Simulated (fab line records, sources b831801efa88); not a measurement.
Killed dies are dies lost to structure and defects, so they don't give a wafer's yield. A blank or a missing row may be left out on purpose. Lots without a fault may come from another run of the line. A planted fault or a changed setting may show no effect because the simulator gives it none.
Chamber matching | flow sky130 | SKY_FIELD_ISO_CMP_27 on cmp-01: 4 sister chambers
The step polishes, stops on Si3N4, t overpolish 16 s, target thk 457.8 nm. 14 wafers are shown with their chamber, then 6 later ones without.

WAFERS WITH THEIR CHAMBER
wafer  | chamber | motor_current_A (A) | time_to_endpoint_s (s)
L822.1 | 3       | 10.1                | 115
L822.4 | 0       | 8.1                 | 115
L822.5 | 0       | 8.6                 | 116
L826.1 | 0       | 8.7                 | 116
L826.4 | 3       | 10.8                | 111
L826.5 | 0       | 8.7                 | 115
L828.1 | 0       | 8.6                 | 111
L828.3 | 1       | 12.4                | 111
L828.6 | 1       | 13.2                | 106
L829.2 | 2       | 12.9                | 113
L829.3 | 1       | 12.6                | 109
L829.4 | 3       | 10.0                | 110
L831.3 | 2       | 12.8                | 112
L831.5 | 0       | 8.5                 | 113

SIGNATURES (means of the wafers above)
reading            | chamber 0 | chamber 1 | chamber 2 | chamber 3 | scatter within a chamber
motor_current_A    | 8.533     | 12.733    | 12.850    | 10.300    | 0.314
time_to_endpoint_s | 114.33    | 108.67    | 112.50    | 112.00    | 2.16
Rule: a wafer's distance from a chamber is the root of the sum, over the readings, of the square of ((its reading less the chamber's mean) divided by the reading's scatter). The wafer belongs to the nearest chamber; if the next one is less than 2 further off, it can't be placed. The scatter: the root of (the sum of the squares of (reading less its chamber's mean) over the shown wafers, divided by (wafers less chambers)).

WAFERS WITHOUT THEIR CHAMBER
wafer  | motor_current_A (A) | time_to_endpoint_s (s)
L831.6 | 13.2                | 109
L836.3 | 8.8                 | 114
L836.5 | 12.0                | 116
L836.6 | 12.8                | 111
L838.3 | 12.7                | 118
L838.4 | 13.0                | 112

WHICH CHAMBER EACH WENT THROUGH
wafer  | from the rows above     | in truth
L831.6 | can't be placed: 1 or 2 | 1
L836.3 | 0                       | 0
L836.5 | can't be placed: 2 or 1 | 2
L836.6 | can't be placed: 2 or 1 | 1
L838.3 | can't be placed: 2 or 1 | 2
L838.4 | can't be placed: 2 or 1 | 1
Placed correctly: 1 of 6. Can't be placed from these rows: 5 (the true chamber is among the candidates in 5). Placed wrongly: 0.
